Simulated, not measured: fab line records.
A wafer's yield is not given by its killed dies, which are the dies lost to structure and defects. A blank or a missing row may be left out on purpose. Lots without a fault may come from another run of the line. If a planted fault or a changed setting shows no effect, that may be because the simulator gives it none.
fab line records	flow sky130
[record] lots = 14	wafers = 42	lastDay = 50
route steps=708 shown METAL4@599 CAP2M@603
lots with no fault: from the same line, run without faults
startH: hours from the record's opening day to when the first of the lot's shown wafers began	waitH: hours from the lot's prior step to this one	" as in the row above	L1.1+2: a single row standing in for several wafers	- either no value or no given start	* or withheld: withheld	< > ~ a bound
route shown NAME@n: a module of which the file shows steps, and the number in the route of the first	usual: mean and standard deviation over wafers with no fault	same: alike in all rows	chamber/n: place in a boat	sites: the reading at each site	_std_site: the values' standard deviation	_edge_site: outer sites' mean less inner sites'	radiusMm: for every site, how far away it sits from the centre of the wafer	mask NAME#n: copy n	behind: the most recent tool/chamber to have shaped the wafer	hold: why the lot was held/for how many hours/how that ended	device: whichever transistor did not switch (one of n, p or np)	end of line: tests run on the same wafers once the route is complete	for a step that has no rows: nothing shown but its recipe	killed: not the wafer's yield, but the dies lost to structure and defects at the first sort	map: per-die view of a wafer (x killed, . not killed, _ where there is no die)
set.NAME: the run value of the setting; set.NAME@STEP: its run value at that earlier step	model.NAME: the simulator's own value behind a step, which no gauge read
steps of the route over a sample of lots; a table a step, a row a wafer
services: the hour from which a tool's chamber was out of use, counted from the record's first day as startH (under 0 if before that day), plus the number of hours and why
[[steps]]
[step SKY_METAL4_SPUTTER_01]
[recipe] material = TiN	targetThkNm = 20	powerW = 6500	timeS = 16.7	chamberPressurePa = 0.4
[usual] cathodeDcPowerW = 6500.0/1.2	chamberPressurePa = 0.4001/0.00082	throttleValvePct = 29.8/1.1
lot.wafer	tool	chamber	startH	waitH	cathodeDcPowerW	chamberPressurePa	throttleValvePct
L538.1	pvdSputter-04	-	924.77	0.0	6499.2	0.3998	29.4
L538.3	"	-	"	"	6498.8	0.4013	31.5
L538.4	"	-	"	"	6500.0	0.4006	30.3
L540.3	pvdSputter-03	-	945.21	0.0	6500.5	0.3994	29.2
L540.4	"	-	"	"	6499.0	0.4003	31.9
L540.6	"	-	"	"	6500.1	0.4007	29.2
L543.1	pvdSputter-02	-	975.64	0.0	6499.2	0.3994	29.4
L543.4	"	-	"	"	6498.6	0.3995	28.9
L543.5	"	-	"	"	6499.3	0.3991	30.4
L544.4	pvdSputter-02	-	976.04	0.0	6500.1	0.3995	28.7
L544.5	"	-	"	"	6500.9	0.3999	28.7
L544.6	"	-	"	"	6500.4	0.4000	30.3
L545.1	pvdSputter-03	-	979.04	0.0	-	-	-
L545.2	"	-	"	"	-	-	-
L545.3	"	-	"	"	-	-	-
L546.1	pvdSputter-03	-	981.74	0.0	-	-	-
L546.3	"	-	"	"	-	-	-
L546.6	"	-	"	"	-	-	-
L548.1	pvdSputter-02	-	994.49	0.0	6501.0	0.3999	30.0
L548.3	"	-	"	"	6498.7	0.3985	28.4
L548.4	"	-	"	"	6501.2	0.3996	29.4
L549.4	pvdSputter-03	-	1003.70	0.0	6499.1	0.4000	29.5
L549.5	"	-	"	"	6498.6	0.3985	29.4
L549.6	"	-	"	"	6499.1	0.4001	32.3
L553.1	pvdSputter-03	-	1030.85	0.0	6497.5	0.4009	29.6
L553.2	"	-	"	"	6502.7	0.3995	29.0
L553.6	"	-	"	"	6500.2	0.3992	29.6
L555.3	pvdSputter-02	-	1049.02	0.0	6498.2	0.3985	30.4
L555.4	"	-	"	"	6501.5	0.4005	28.9
L555.5	"	-	"	"	6500.7	0.4003	28.7
L557.1	pvdSputter-02	-	1064.36	0.0	6499.7	0.4001	29.4
L557.2	"	-	"	"	6499.1	0.4003	28.7
L557.3	"	-	"	"	6498.1	0.3984	30.3
L559.1	pvdSputter-03	-	1067.04	0.0	6499.2	0.4002	29.5
L559.2	"	-	"	"	6501.7	0.3987	29.4
L559.4	"	-	"	"	6500.7	0.3994	32.2
L558.2	pvdSputter-04	-	1068.69	0.0	6500.4	0.3995	31.9
L558.4	"	-	"	"	6499.3	0.3991	30.0
L558.6	"	-	"	"	6500.6	0.4002	31.6
L561.1	pvdSputter-04	-	1078.97	0.0	6500.3	0.4012	30.0
L561.4	"	-	"	"	6501.3	0.3999	29.0
L561.6	"	-	"	"	6501.7	0.4010	29.0
[step SKY_METAL4_SPUTTER_03]
[recipe] material = Ti	targetThkNm = 5	powerW = 3000	timeS = 3.3	chamberPressurePa = 0.3824
[usual] cathodeDcPowerW = 3000.0/0.51	chamberPressurePa = 0.3825/0.00076	throttleValvePct = 29.8/1.1
lot.wafer	tool	chamber	startH	waitH	cathodeDcPowerW	chamberPressurePa	throttleValvePct
L538.1	pvdSputter-04	-	924.83	0.0	3000.8	0.3830	28.9
L538.3	"	-	"	"	3000.2	0.3824	31.5
L538.4	"	-	"	"	3000.0	0.3842	29.9
L540.3	pvdSputter-03	-	945.27	0.0	3000.5	0.3818	29.0
L540.4	"	-	"	"	2999.6	0.3827	31.7
L540.6	"	-	"	"	3000.3	0.3818	29.7
L543.1	pvdSputter-02	-	975.70	0.0	3000.3	0.3821	29.4
L543.4	"	-	"	"	2999.0	0.3827	28.7
L543.5	"	-	"	"	3000.3	0.3834	30.3
L544.4	pvdSputter-02	-	976.11	0.0	3000.4	0.3818	28.8
L544.5	"	-	"	"	3000.9	0.3821	28.6
L544.6	"	-	"	"	3000.0	0.3833	30.5
L545.1	pvdSputter-03	-	979.10	0.0	2999.6	0.3826	29.6
L545.2	"	-	"	"	3000.9	0.3824	32.0
L545.3	"	-	"	"	2999.5	0.3838	29.5
L546.1	pvdSputter-03	-	981.80	0.0	2999.7	0.3822	31.8
L546.3	"	-	"	"	2999.5	0.3815	29.8
L546.6	"	-	"	"	3000.6	0.3817	31.6
L548.1	pvdSputter-02	-	994.55	0.0	2999.7	0.3822	30.6
L548.3	"	-	"	"	3000.0	0.3824	28.4
L548.4	"	-	"	"	2999.4	0.3833	29.5
L549.4	pvdSputter-03	-	1003.76	0.0	3000.6	0.3821	29.4
L549.5	"	-	"	"	2999.5	0.3832	29.6
L549.6	"	-	"	"	3000.0	0.3821	31.7
L553.1	pvdSputter-03	-	1030.92	0.0	3000.4	0.3837	29.5
L553.2	"	-	"	"	3000.2	0.3827	28.9
L553.6	"	-	"	"	3000.2	0.3834	29.4
L555.3	pvdSputter-02	-	1049.08	0.0	2999.3	0.3836	30.2
L555.4	"	-	"	"	3000.8	0.3820	28.9
L555.5	"	-	"	"	2999.9	0.3824	28.8
L557.1	pvdSputter-02	-	1064.43	0.0	3000.4	0.3813	29.5
L557.2	"	-	"	"	3000.2	0.3816	29.0
L557.3	"	-	"	"	3000.1	0.3819	30.3
L559.1	pvdSputter-03	-	1067.10	0.0	2999.8	0.3831	29.3
L559.2	"	-	"	"	3000.7	0.3819	29.4
L559.4	"	-	"	"	3000.5	0.3821	32.0
L558.2	pvdSputter-04	-	1068.76	0.0	2998.8	0.3835	31.6
L558.4	"	-	"	"	3000.0	0.3821	30.1
L558.6	"	-	"	"	3000.1	0.3828	31.5
L561.1	pvdSputter-04	-	1079.03	0.0	3000.5	0.3823	30.0
L561.4	"	-	"	"	2999.8	0.3839	29.0
L561.6	"	-	"	"	3000.3	0.3819	29.3
[step SKY_METAL4_SPUTTER_04]
[recipe] material = TiN	targetThkNm = 70	powerW = 6500	timeS = 58.3	chamberPressurePa = 0.4
[usual] cathodeDcPowerW = 6500.1/1	chamberPressurePa = 0.4001/0.00085	throttleValvePct = 29.8/1.1
lot.wafer	tool	chamber	startH	waitH	cathodeDcPowerW	chamberPressurePa	throttleValvePct
L538.1	pvdSputter-04	-	924.85	0.0	6500.2	0.3988	29.0
L538.3	"	-	"	"	6500.4	0.3977	31.8
L538.4	"	-	"	"	6500.1	0.4007	30.3
L540.3	pvdSputter-03	-	945.29	0.0	6502.1	0.3986	29.2
L540.4	"	-	"	"	6499.9	0.3999	31.9
L540.6	"	-	"	"	6499.6	0.4001	29.3
L543.1	pvdSputter-02	-	975.72	0.0	6499.8	0.4018	29.7
L543.4	"	-	"	"	6500.5	0.4001	28.6
L543.5	"	-	"	"	6499.8	0.4018	30.2
L544.4	pvdSputter-02	-	976.13	0.0	6498.9	0.4002	28.6
L544.5	"	-	"	"	6501.9	0.3987	28.7
L544.6	"	-	"	"	6500.2	0.4011	30.3
L545.1	pvdSputter-03	-	979.12	0.0	6499.4	0.4016	29.4
L545.2	"	-	"	"	6501.8	0.4012	31.9
L545.3	"	-	"	"	6499.3	0.4011	29.5
L546.1	pvdSputter-03	-	981.82	0.0	6500.8	0.4000	31.7
L546.3	"	-	"	"	6502.1	0.4003	29.5
L546.6	"	-	"	"	6499.4	0.3993	31.8
L548.1	pvdSputter-02	-	994.57	0.0	6500.2	0.4009	30.4
L548.3	"	-	"	"	6499.3	0.4003	28.2
L548.4	"	-	"	"	6499.4	0.3981	29.5
L549.4	pvdSputter-03	-	1003.78	0.0	6500.7	0.3999	29.3
L549.5	"	-	"	"	6500.5	0.4008	29.8
L549.6	"	-	"	"	6502.8	0.4012	31.9
L553.1	pvdSputter-03	-	1030.93	0.0	6501.0	0.4009	29.5
L553.2	"	-	"	"	6500.4	0.3988	29.1
L553.6	"	-	"	"	6498.8	0.4013	29.4
L555.3	pvdSputter-02	-	1049.10	0.0	6500.0	0.3996	30.5
L555.4	"	-	"	"	6499.6	0.4004	28.7
L555.5	"	-	"	"	6498.7	0.3999	28.6
L557.1	pvdSputter-02	-	1064.44	0.0	6501.7	0.4004	29.4
L557.2	"	-	"	"	6500.6	0.4024	28.9
L557.3	"	-	"	"	6498.3	0.4001	30.3
L559.1	pvdSputter-03	-	1067.12	0.0	6501.1	0.3989	29.7
L559.2	"	-	"	"	6499.0	0.4000	29.1
L559.4	"	-	"	"	6501.1	0.3995	32.1
L558.2	pvdSputter-04	-	1068.78	0.0	6499.7	0.3990	31.7
L558.4	"	-	"	"	6500.5	0.3998	30.0
L558.6	"	-	"	"	6499.9	0.3991	31.7
L561.1	pvdSputter-04	-	1079.05	0.0	6502.3	0.4008	30.2
L561.4	"	-	"	"	6499.1	0.3999	29.1
L561.6	"	-	"	"	6500.3	0.4010	28.8
[step SKY_CAP2M_CVD_00]
[recipe] material = SiO2	targetThkNm = 15.5	tempC = 400	timeS = withheld	rfW = 450
[usual] heaterPowerW = 709/99	rfFwdPowerW = 441.5/1.8	susceptorTempC = 400.00/0.22
lot.wafer	tool	chamber	startH	waitH	heaterPowerW	rfFwdPowerW	susceptorTempC
L538.1	pecvd-01	0	924.90	0.0	633	441.5	400.27
L538.3	"	2	"	"	623	442.7	400.06
L538.4	"	0	"	"	635	442.9	400.04
L540.3	pecvd-01	0	945.34	0.0	610	440.9	400.11
L540.4	"	0	"	"	611	441.7	400.20
L540.6	"	2	"	"	682	441.6	399.90
L543.1	pecvd-01	1	975.77	0.0	641	442.8	400.27
L543.4	"	2	"	"	659	442.1	399.53
L543.5	"	0	"	"	565	440.7	400.14
L544.4	pecvd-03	0	976.19	0.0	845	442.0	399.76
L544.5	"	0	"	"	844	442.0	400.04
L544.6	"	1	"	"	868	438.7	399.95
L545.1	pecvd-02	0	979.17	0.0	718	442.8	399.85
L545.2	"	2	"	"	742	443.6	399.87
L545.3	"	1	"	"	685	442.5	399.94
L546.1	pecvd-03	2	981.87	0.0	693	442.9	399.92
L546.3	"	1	"	"	887	440.7	399.95
L546.6	"	2	"	"	678	443.5	399.83
L548.1	pecvd-03	0	994.62	0.0	726	440.6	399.89
L548.3	"	1	"	"	850	441.9	400.10
L548.4	"	1	"	"	848	436.7	400.27
L549.4	pecvd-01	1	1003.84	0.0	638	442.4	400.21
L549.5	"	0	"	"	643	442.2	399.98
L549.6	"	2	"	"	658	442.5	399.78
L553.1	pecvd-02	2	1030.98	0.0	787	444.4	400.14
L553.2	"	0	"	"	716	441.3	399.62
L553.6	"	0	"	"	736	443.8	400.01
L555.3	pecvd-01	1	1049.15	0.0	629	443.1	400.11
L555.4	"	2	"	"	603	441.0	400.16
L555.5	"	1	"	"	646	442.7	399.79
L557.1	pecvd-03	2	1064.49	0.0	646	441.5	400.21
L557.2	"	0	"	"	842	439.8	400.40
L557.3	"	1	"	"	756	439.5	400.01
L559.1	pecvd-01	2	1067.17	0.0	673	440.8	400.42
L559.2	"	0	"	"	661	441.0	399.98
L559.4	"	0	"	"	662	440.0	400.16
L558.2	pecvd-02	0	1068.82	0.0	851	442.9	400.43
L558.4	"	2	"	"	681	444.4	399.50
L558.6	"	1	"	"	682	441.4	400.07
L561.1	pecvd-01	0	1079.10	0.0	606	442.3	400.28
L561.4	"	2	"	"	671	441.8	400.15
L561.6	"	0	"	"	607	442.1	400.18
[[services]]
tool	chamber	startH	hours	kind
pecvd-03	2	903.99	8.9	repair
pvdSputter-04	-	911.49	1.2	repair
pvdSputter-04	-	918.46	2.5	repair
pecvd-02	-	926.88	14.6	pm
pecvd-03	2	950.61	16.5	scheduledDown
pvdSputter-03	-	965.85	3.1	repair
pecvd-01	0	966.93	5.5	scheduledDown
pecvd-03	0	967.11	5.5	scheduledDown
pecvd-02	-	971.18	0.6	repair
pecvd-03	2	972.57	5.5	scheduledDown
pecvd-01	1	989.87	2.1	scheduledDown
pvdSputter-04	-	995.89	2.4	repair
pvdSputter-03	-	998.68	1.3	repair
pecvd-02	1	999.38	-	clean
pecvd-02	1	999.38	-	consumableReplace:showerhead
pecvd-02	1	999.38	29.0	scheduledDown
pecvd-02	1	999.38	29.0	ventCycle
pecvd-02	-	1018.08	0.5	repair
pvdSputter-02	-	1020.01	3.4	repair
pecvd-01	-	1029.56	14.6	pm
pvdSputter-03	-	1050.67	1.0	repair
pecvd-02	1	1051.66	2.1	scheduledDown
pecvd-02	-	1057.14	0.3	repair
[[key]]
[firstSign] step = SKY_METAL4_SPUTTER_01	reading = toolRecord	direction = missing
effect none on later readings
metAt SKY_METAL4_SPUTTER_01
struckLots L545,L546
laterRowsLeftOut L545.1,L545.2,L545.3,L546.1,L546.3,L546.6
sortLeftOut L545.1,L545.2,L545.3,L546.1,L546.3,L546.6
notActingAt SKY_METAL4_SPUTTER_03,SKY_METAL4_SPUTTER_04,SKY_CAP2M_CVD_00
onsetBetween 945.21 979.04
[fault] kind = skippedStepWhole	tool = pvdSputter-03	chamber = -	onsetH = 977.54	steps = SKY_METAL4_SPUTTER_01	scope = struckLotsOnly
// sortLeftOut: the simulated sort isn't trusted on such a fault, so these wafers' sort isn't shown, and their yield isn't known
// laterRowsLeftOut: the simulator's readings of these wafers behind a module that went badly wrong aren't trusted and aren't shown, but for the sort
